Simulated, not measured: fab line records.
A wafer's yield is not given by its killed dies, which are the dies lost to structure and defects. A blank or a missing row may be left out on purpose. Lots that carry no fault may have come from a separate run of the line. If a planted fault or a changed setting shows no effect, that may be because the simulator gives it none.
fab line records    flow sky130
record lots=6  wafers=18  lastDay=50
route steps=708 shown LI_CONTACT@371
lots untouched by any fault: they come from a run of this same line in which no faults occurred
startH: start of the lot's first displayed wafer, in hours after the record's first day    waitH: hours from the lot's prior step to this one    " same as the row above    L1.1+2: one row covering several wafers at once    - no value, or no start given    * or withheld: withheld    < > ~ a bound
route shown NAME@n: names a module that has steps shown in the file, with the first one's number in the route    usual: average and standard deviation across the fault-free wafers    same: alike in all rows    chamber/n: place in a boat    sites: each site's reading    _std_site: the values' standard deviation    _edge_site: outer sites' mean less inner sites'    radiusMm: for every site, how far away it sits from the centre of the wafer    mask NAME#n: copy n    behind: the last tool/chamber to shape the wafer    hold: the reason the lot was held/the length of the hold in hours/how it ended    device: which transistor (n, p or np) failed to switch    end of line: the tests these same wafers got at the end of their route    for a step that has no rows: nothing shown but its recipe    killed: count of dies lost to structure and defects at first sort (not the wafer's yield)    map: shows each die of a wafer: x if killed, . if not, _ if none is there
set.NAME: the setting the step ran with; set.NAME@STEP: the setting that earlier step ran with    model.NAME: the simulator's own value behind a step, which no gauge read
a table for each step, a row for each wafer; lots at some steps of the route
services: from which hour (startH, from the record's first day; less than 0 if before it) a tool's chamber was out of use, for how many hours, and why
## steps
# step SKY_LI_CONTACT_EXPOSE_09
# recipe maskId=LICM1  na=0.8  sourceShape=annular  sigmaInner=0.55  sigmaOuter=0.85  targetCdNm=170  doseMj=38
# step SKY_LI_CONTACT_PEB_10
# recipe pebTempC=withheld  pebTimeS=withheld  resist=KrF-thick
# step SKY_LI_CONTACT_DEVELOP_11
# recipe developTimeS=60  resist=KrF-thick  devTempC=21
# step SKY_LI_CONTACT_CD_MEAS_12
# recipe targetCdNm=170
# usual cdNm=170.0/1.5
lot.wafer  tool      chamber  startH  waitH  cdNm
L234.3     cdSem-02  -        702.49  -      168.8
L234.5     "         -        "       "      169.0
L234.6     "         -        "       "      168.8
L236.1     cdSem-02  -        725.75  -      168.9
L236.2     "         -        "       "      167.3
L236.6     "         -        "       "      167.6
L245.3     cdSem-01  -        803.27  -      168.7
L245.5     "         -        "       "      169.7
L245.6     "         -        "       "      168.5
L246.1     cdSem-02  -        810.82  -      169.7
L246.2     "         -        "       "      170.3
L246.5     "         -        "       "      169.4
L251.4     cdSem-02  -        854.39  -      168.6
L251.5     "         -        "       "      168.1
L251.6     "         -        "       "      168.1
L254.3     cdSem-02  -        861.22  -      171.8
L254.4     "         -        "       "      171.0
L254.6     "         -        "       "      171.6
# step SKY_LI_CONTACT_OVL_MEAS_13
# usual LI_CONTACT_OVL=4/6.5
lot.wafer  tool        chamber  startH  waitH  LI_CONTACT_OVL[nm]
L234.3     overlay-02  -        702.58  0.1    6
L234.5     "           -        "       "      -2
L234.6     "           -        "       "      0
L236.1     overlay-01  -        725.87  0.1    13
L236.2     "           -        "       "      -4
L236.6     "           -        "       "      -3
L245.3     overlay-01  -        803.36  0.1    4
L245.5     "           -        "       "      5
L245.6     "           -        "       "      -10
L246.1     overlay-01  -        810.94  0.1    11
L246.2     "           -        "       "      -7
L246.5     "           -        "       "      3
L251.4     overlay-02  -        854.46  0.1    11
L251.5     "           -        "       "      11
L251.6     "           -        "       "      8
L254.3     overlay-02  -        861.31  0.1    16
L254.4     "           -        "       "      7
L254.6     "           -        "       "      7
# step SKY_LI_CONTACT_ETCH_14
# recipe chemistry=N2/H2  target=BARC  ionEnergyEv=200  sourceW=500  biasW=100  pressureMtorr=30  n2FlowSccm=100  h2FlowSccm=200  stopOn=SiO2  timeS=45.9  targetDepthA=600
# usual drypumpMotorCurrentA=5.6/0.46  oesProductAu=0.853/0.0045  rfFwdPowerW=495.4/2.1  throttleValvePct=13.225/0.0091
lot.wafer  tool        chamber  startH  waitH  drypumpMotorCurrentA  oesProductAu  rfFwdPowerW  rfHoursCounterH  throttleValvePct
L234.3     rieDiel-01  2        702.63  0.0    6.1                   0.855         496.5        -                13.221
L234.5     "           2        "       "      6.1                   0.860         494.6        -                13.224
L234.6     "           0        "       "      5.5                   0.850         495.1        -                13.225
L236.1     rieDiel-01  3        725.91  0.0    5.0                   0.859         493.9        7                13.236
L236.2     "           2        "       "      6.1                   0.849         494.3        28               13.214
L236.6     "           3        "       "      5.0                   0.853         493.4        -                13.222
L245.3     rieDiel-04  2        803.38  0.0    5.6                   0.850         495.1        18               13.229
L245.5     "           1        "       "      5.2                   0.849         496.4        -                13.229
L245.6     "           0        "       "      5.3                   0.848         495.5        -                13.225
L246.1     rieDiel-01  3        810.98  0.0    5.1                   0.852         492.1        10               13.236
L246.2     "           0        "       "      5.5                   0.847         498.6        11               13.221
L246.5     "           3        "       "      5.1                   0.854         493.9        -                13.230
L251.4     rieDiel-03  0        854.48  0.0    5.2                   0.847         493.6        7                13.229
L251.5     "           3        "       "      6.2                   0.856         496.0        -                13.234
L251.6     "           0        "       "      5.2                   0.861         492.6        -                13.227
L254.3     rieDiel-04  1        861.33  0.0    5.2                   0.852         497.3        13               13.229
L254.4     "           1        "       "      5.2                   0.846         497.3        -                13.230
L254.6     "           2        "       "      5.6                   0.855         494.7        -                13.228
# step SKY_LI_CONTACT_ETCH_15
# recipe target=PSG  chemistry=C4F8/O2/Ar  stopOn=Si  taperDeg=4.15  maskMaterial=KrF-thick  sourceW=1500  biasW=1200  pressureMtorr=40  c4f8FlowSccm=withheld  O2_flow_sccm=6  Ar_flow_sccm=300  timeS=withheld  targetDepthA=6000
# usual oesProductAu=0.837/0.0046  rfFwdPowerW=1493/5
lot.wafer  tool        chamber  startH  waitH  oesProductAu  rfFwdPowerW
L234.3     rieDiel-01  2        702.71  0.1    0.842         1493
L234.5     "           2        "       "      0.836         1500
L234.6     "           0        "       "      0.835         1493
L236.1     rieDiel-01  3        725.95  0.0    0.843         1485
L236.2     "           2        "       "      0.841         1498
L236.6     "           3        "       "      0.830         1493
L245.3     rieDiel-04  2        803.42  0.0    0.837         1491
L245.5     "           1        "       "      0.840         1492
L245.6     "           0        "       "      0.838         1500
L246.1     rieDiel-01  3        811.04  0.0    0.833         1495
L246.2     "           0        "       "      0.829         1492
L246.5     "           3        "       "      0.842         1490
L251.4     rieDiel-03  0        854.52  0.0    0.831         1488
L251.5     "           3        "       "      0.845         1496
L251.6     "           0        "       "      0.835         1483
L254.3     rieDiel-04  1        861.37  0.0    0.826         1501
L254.4     "           1        "       "      0.835         1496
L254.6     "           2        "       "      0.834         1485
# step SKY_LI_CONTACT_STRIP_16
# recipe chemistry=O2/N2  powerW=1400  pressureMtorr=1500  platenTempC=withheld  o2FlowSccm=3000  n2FlowSccm=300  overashFraction=0.5
# usual drypumpMotorCurrentA=5.4/0.44  oesProductAu=0.376/0.0038  stripTimeToEndpointS=3.50/0.038
lot.wafer  tool            chamber  startH  waitH  drypumpMotorCurrentA  oesProductAu  rfHoursCounterH  stripTimeToEndpointS
L234.3     plasmaAsher-02  0        702.83  -      5.1                   0.376         -                3.55
L234.5     "               0        "       "      5.1                   0.373         -                3.53
L234.6     "               1        "       "      5.6                   0.378         -                3.47
L236.1     plasmaAsher-01  0        726.04  -      5.7                   0.374         91               3.46
L236.2     "               1        "       "      4.9                   0.376         91               3.53
L236.6     "               0        "       "      5.7                   0.374         -                3.44
L245.3     plasmaAsher-02  0        803.54  -      5.1                   0.386         -                3.55
L245.5     "               1        "       "      5.6                   0.375         -                3.54
L245.6     "               0        "       "      5.0                   0.373         -                3.48
L246.1     plasmaAsher-02  1        811.17  -      5.6                   0.370         69               3.46
L246.2     "               0        "       "      5.1                   0.370         69               3.51
L246.5     "               1        "       "      5.6                   0.373         -                3.50
L251.4     plasmaAsher-01  0        854.64  -      5.7                   0.372         -                3.43
L251.5     "               0        "       "      5.7                   0.376         -                3.48
L251.6     "               1        "       "      4.8                   0.371         -                3.42
L254.3     plasmaAsher-01  0        861.49  -      5.7                   0.376         -                3.55
L254.4     "               1        "       "      4.8                   0.375         -                3.56
L254.6     "               1        "       "      4.8                   0.381         -                3.56
# step SKY_LI_CONTACT_CLEAN_17
# recipe chemistry=NMP  timeS=600  tempC=60  dry=n2Spin
# step SKY_LI_CONTACT_PRE_CLEAN_18
# recipe gas=Ar  timeS=5.6  biasV=358
# step SKY_LI_CONTACT_SPUTTER_19
# recipe material=Ti  targetThkNm=20  chamberPressurePa=5  powerW=2500  substrateTempC=200  timeS=106.37
# step SKY_LI_CONTACT_SPUTTER_20
# recipe material=TiN  targetThkNm=20  chamberPressurePa=5  powerW=4000  timeS=80
# usual chamberPressurePa=4.999/0.01  throttleValvePct=29.7/1.1
lot.wafer  tool           chamber  startH  waitH  chamberPressurePa  throttleValvePct
L234.3     pvdSputter-03  -        703.19  0.0    5.007              31.7
L234.5     "              -        "       "      5.000              31.7
L234.6     "              -        "       "      4.995              28.7
L236.1     pvdSputter-01  -        726.41  0.0    4.997              28.8
L236.2     "              -        "       "      5.002              29.5
L236.6     "              -        "       "      5.020              31.1
L245.3     pvdSputter-03  -        803.88  0.0    4.999              29.2
L245.5     "              -        "       "      4.975              28.9
L245.6     "              -        "       "      4.997              28.5
L246.1     pvdSputter-01  -        811.56  0.0    5.005              29.7
L246.2     "              -        "       "      4.995              30.8
L246.5     "              -        "       "      5.003              29.5
L251.4     pvdSputter-02  -        854.98  0.0    5.003              28.5
L251.5     "              -        "       "      5.012              29.1
L251.6     "              -        "       "      4.987              31.1
L254.3     pvdSputter-03  -        861.83  0.0    4.997              28.9
L254.4     "              -        "       "      5.000              31.5
L254.6     "              -        "       "      5.000              31.7
# step SKY_LI_CONTACT_CVD_21
# recipe material=W  targetThkNm=400  timeS=120.56  tempC=400  pressureTorr=40
# usual heaterPowerW=783/53
lot.wafer  tool     chamber  startH  waitH  heaterPowerW  sinceWetCleanH  model.W_of_LI_CONTACT_CVD_21.thkNm
L234.3     cvdW-01  1        703.29  0.1    801           -               390.1
L234.5     "        0        "       "      714           -               390.7
L234.6     "        1        "       "      822           -               390.1
L236.1     cvdW-01  1        726.47  0.0    795           322             390.7
L236.2     "        0        "       "      694           322             393.4
L236.6     "        1        "       "      778           -               392.2
L245.3     cvdW-01  0        803.98  0.1    716           -               411.7
L245.5     "        1        "       "      787           -               409.3
L245.6     "        0        "       "      721           -               388.9
L246.1     cvdW-01  0        811.62  0.0    689           408             416
L246.2     "        1        "       "      778           408             398.9
L246.5     "        0        "       "      719           -               410.9
L251.4     cvdW-02  1        855.17  0.2    835           -               387.7
L251.5     "        1        "       "      842           -               392.7
L251.6     "        1        "       "      848           -               392.2
L254.3     cvdW-02  0        861.93  0.1    736           -               398.1
L254.4     "        1        "       "      851           -               391.8
L254.6     "        1        "       "      837           -               394.5
# step SKY_LI_CONTACT_RS_MEAS_22
# recipe thkMeasGauge=four-point-probe  reads=W_of_LI_CONTACT_CVD_21+TiN_of_LI_CONTACT_SPUTTER_20+Ti_of_LI_CONTACT_SPUTTER_19
# usual LI_CONTACT_W_RS=0.290/0.0031
lot.wafer  tool          chamber  startH  waitH  LI_CONTACT_W_RS[ohm/sq]
L234.3     filmMetro-02  -        703.41  0.1    0.291
L234.5     "             -        "       "      0.291
L234.6     "             -        "       "      0.291
L236.1     filmMetro-01  -        726.59  0.1    0.291
L236.2     "             -        "       "      0.290
L236.6     "             -        "       "      0.291
L245.3     filmMetro-02  -        804.11  0.1    0.276
L245.5     "             -        "       "      0.277
L245.6     "             -        "       "      0.292
L246.1     filmMetro-04  -        811.74  0.1    0.273
L246.2     "             -        "       "      0.285
L246.5     "             -        "       "      0.277
L251.4     filmMetro-02  -        855.35  0.1    0.293
L251.5     "             -        "       "      0.289
L251.6     "             -        "       "      0.290
L254.3     filmMetro-01  -        862.06  0.1    0.286
L254.4     "             -        "       "      0.291
L254.6     "             -        "       "      0.289
# step SKY_LI_CONTACT_THK_MEAS_23
# recipe thkMeasGauge=xrf  reads=W_of_LI_CONTACT_CVD_21
# usual LI_CONTACT_W_THK=386/4.5
lot.wafer  tool          chamber  startH  waitH  LI_CONTACT_W_THK[nm]
L234.3     filmMetro-02  -        703.51  0.1    384
L234.5     "             -        "       "      387
L234.6     "             -        "       "      386
L236.1     filmMetro-01  -        726.71  0.1    388
L236.2     "             -        "       "      392
L236.6     "             -        "       "      388
L245.3     filmMetro-02  -        804.21  0.1    411
L245.5     "             -        "       "      404
L245.6     "             -        "       "      387
L246.1     filmMetro-04  -        811.86  0.1    405
L246.2     "             -        "       "      390
L246.5     "             -        "       "      402
L251.4     filmMetro-02  -        855.44  0.1    378
L251.5     "             -        "       "      385
L251.6     "             -        "       "      382
L254.3     filmMetro-01  -        862.16  0.1    391
L254.4     "             -        "       "      385
L254.6     "             -        "       "      385
# step SKY_LI_CONTACT_CMP_24
# recipe stopOn=PSG  tOverpolishS=20  downForcePsi=3.5  platenRpm=60  targetThkNm=0  padVelocityMS=0.94248
# usual motorCurrentA=11.3/1.9  overpolishRunS=19.999/0.0096  timeToEndpointS=95/3.4
lot.wafer  tool    chamber  startH  waitH  motorCurrentA  overpolishRunS  timeToEndpointS
L234.3     cmp-01  2        703.55  0.0    14.6           19.996          97
L234.5     "       2        "       "      14.5           19.996          94
L234.6     "       3        "       "      9.1            19.990          97
L236.1     cmp-02  2        726.84  0.1    10.0           19.996          94
L236.2     "       3        "       "      10.6           19.998          97
L236.6     "       2        "       "      10.8           19.999          95
L245.3     cmp-01  3        804.40  0.2    8.9            19.997          95
L245.6     "       0        "       "      11.5           20.020          87
L245.5     "       1        "       "      11.9           19.984          103
L246.1     cmp-02  3        811.92  0.1    10.0           19.990          102
L246.2     "       0        "       "      10.1           20.017          99
L246.5     "       0        "       "      10.2           19.992          101
L251.4     cmp-02  0        855.47  0.0    10.2           20.008          99
L251.6     "       0        "       "      10.6           20.012          101
L251.5     "       1        "       "      12.4           20.005          101
L254.4     cmp-01  2        862.30  0.1    14.7           20.002          91
L254.3     "       3        "       "      9.2            20.002          95
L254.6     "       0        "       "      10.8           19.992          94
## services
tool            chamber  startH  hours  kind
pvdSputter-03   -        680.12  0.6    repair
rieDiel-01      1        680.49  132.0  repair
cmp-02          -        680.82  4.7    repair
rieDiel-01      3        694.55  10.0   repair
cmp-02          -        707.66  8.3    pm
plasmaAsher-02  -        712.92  1.5    repair
pvdSputter-03   -        716.17  9.4    repair
cmp-01          -        741.06  4.6    pm
rieDiel-01      0        742.49  2.3    repair
cmp-02          -        744.04  4.0    pm
cmp-01          -        747.75  0.6    repair
cmp-02          -        751.67  0.9    repair
rieDiel-04      -        770.10  4.3    pm
cmp-01          -        777.48  1.3    repair
cmp-01          -        780.97  1.6    repair
rieDiel-01      2        801.81  9.5    repair
cmp-02          -        814.63  1.1    repair
rieDiel-01      2        821.06  6.9    repair
rieDiel-04      0        824.30  7.4    repair
rieDiel-01      -        824.76  0.8    repair
cmp-02          -        838.21  3.4    repair
rieDiel-04      1        840.81  7.8    repair
rieDiel-04      3        857.72  8.3    repair
rieDiel-01      3        862.30  2.6    repair
## key
firstSign step=SKY_LI_CONTACT_RS_MEAS_22  reading=LI_CONTACT_W_RS  direction=down  sigmas=4.5  usual=0.290  struck=0.276
effect step=SKY_LI_CONTACT_THK_MEAS_23  reading=LI_CONTACT_W_THK  direction=up  sigmas=4.2  usual=386  struck=405
modelEffect step=SKY_LI_CONTACT_CVD_21  value=W_of_LI_CONTACT_CVD_21.thkNm  without=393.1  struck=412
metAt SKY_LI_CONTACT_CVD_21
struckWafers L245.3,L245.5,L246.1,L246.5
testerLeftOut L245,L246
onsetBetween 726.47 803.98
fault kind=processParameterDrift  tool=cvdW-01  chamber=-  onsetH=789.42  steps=SKY_LI_CONTACT_CVD_21  channel=targetThkNm  offset=18.93  shape=step  endH=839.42  scope=struckWafersOnly  actsIn=theseRecipesOnly  stated=400
# testerLeftOut: of these lots the tester's yield and bins aren't shown, on N5 and GAA mostly nor the transistor test; their killed dies are dies lost to structure and defects alone, not to doping, threshold or leakage, so they don't give the yield
